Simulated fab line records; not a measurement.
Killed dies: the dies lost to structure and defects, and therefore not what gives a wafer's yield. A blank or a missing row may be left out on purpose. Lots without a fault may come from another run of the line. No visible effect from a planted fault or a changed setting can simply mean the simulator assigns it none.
One fault seen from 2 desks	flow sky130	only its own numbers are on each desk; what lay behind them is given at the end

METROLOGY DESK
Means of the sampled wafers that have a number, per lot and without regard to the tool the lot ran on: this is what the gauges read. If a lot's mean is further than 4 standard deviations from the usual mean, the lot is out of limits and carries the mark OUT (the distance appears in the brackets).
Columns: A = DNWELL_TW at SKY_DNWELL_TW_MEAS_09, usual 1112; B = SONOS_ONO_OXIDATION_THK at SKY_SONOS_ONO_THK_MEAS_01, usual 2.60 nm
lot	first seen here	A	B
L937	day 3 05:05	1105	2.60
L939	day 3 13:57	1129	2.62
L940	day 3 18:40	1130	2.55
L941	day 4 00:47	1100	2.60
L942	day 4 05:43	1097	2.67
L943	day 4 09:50	1091	2.58
L945	day 5 02:38	1107	2.55
L950	day 6 18:22	1092	3.04 (+8.1) OUT
L953	day 6 23:24	1104	3.03 (+7.8) OUT
L954	day 7 04:45	1131	2.52
L957	day 7 15:40	1097	2.59
L958	day 7 21:18	1093	2.55
This desk's finding: out of limits on L950, L953; first on L950, day 16 20:02 (SONOS_ONO_OXIDATION_THK at SKY_SONOS_ONO_THK_MEAS_01). L937, L939, L940, L941, L942, L943, L945, L954, L957, L958 stayed within limits.

DESK OF THE TOOL OWNER: furnace-02
The tool's own readings at SKY_SONOS_ONO_OXIDATION_00 (stabilise 600 s, purge 300 s, target thk 2.6 nm): means of the sampled wafers that have a number, for each lot that ran on this tool. If a lot's mean is further than 4 standard deviations from the usual mean, the lot is out of limits and carries the mark OUT (the distance appears in the brackets).
Columns: A = spike_tc_bottom_C at SKY_SONOS_ONO_OXIDATION_00, usual 814.7 C; B = spike_tc_centre_C at SKY_SONOS_ONO_OXIDATION_00, usual 800.5 C; C = spike_tc_lower_C at SKY_SONOS_ONO_OXIDATION_00, usual 800.5 C; D = spike_tc_upper_C at SKY_SONOS_ONO_OXIDATION_00, usual 801.1 C; E = tube_center_temp_C at SKY_SONOS_ONO_OXIDATION_00, usual 800 C; F = tube_center_temp_C_max at SKY_SONOS_ONO_OXIDATION_00, usual 802.1
lot	first seen here	A	B	C	D	E	F
L939	day 11 23:21	815.5	801.6	798.8	799.7	800	802.3
L940	day 12 04:47	813.3	802.0	800.1	800.0	800	802.3
L941	day 12 13:17	814.6	802.1	799.6	799.1	800	801.9
L942	day 12 22:59	814.7	800.9	799.6	799.3	800	802.2
L950	day 16 18:40	823.3 (+7.8) OUT	811.0 (+7.5) OUT	808.8 (+5.9) OUT	808.0 (+4.3) OUT	809 (+99 or more) OUT	810.6 (+25) OUT
L953	day 17 03:40	823.5 (+8.0) OUT	810.3 (+7.0) OUT	807.6 (+5.1) OUT	808.6 (+4.7) OUT	809 (+99 or more) OUT	810.8 (+25) OUT
This desk finds L950, L953 out of limits, L950 being first, at day 16 18:40 (spike_tc_bottom_C at SKY_SONOS_ONO_OXIDATION_00). L939, L940, L941, L942 stayed within limits.

PUT TOGETHER
An alarm could have come from the tool owner's desk at day 16 18:40, on L950, L953.
At day 16 20:02 the metrology desk could have sounded an alarm, on L950, L953.
All the named lots went through SKY_SONOS_ONO_OXIDATION_00 on furnace-02.

WHAT THE SIMULATOR PUT IN
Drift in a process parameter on furnace-02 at SKY_SONOS_ONO_OXIDATION_00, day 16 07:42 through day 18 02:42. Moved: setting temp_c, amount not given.
Lots struck among those shown: L950, L953.
Hours from the fault's start to each desk's first reading out of limits: the tool owner's desk, 11; the metrology desk, 12.
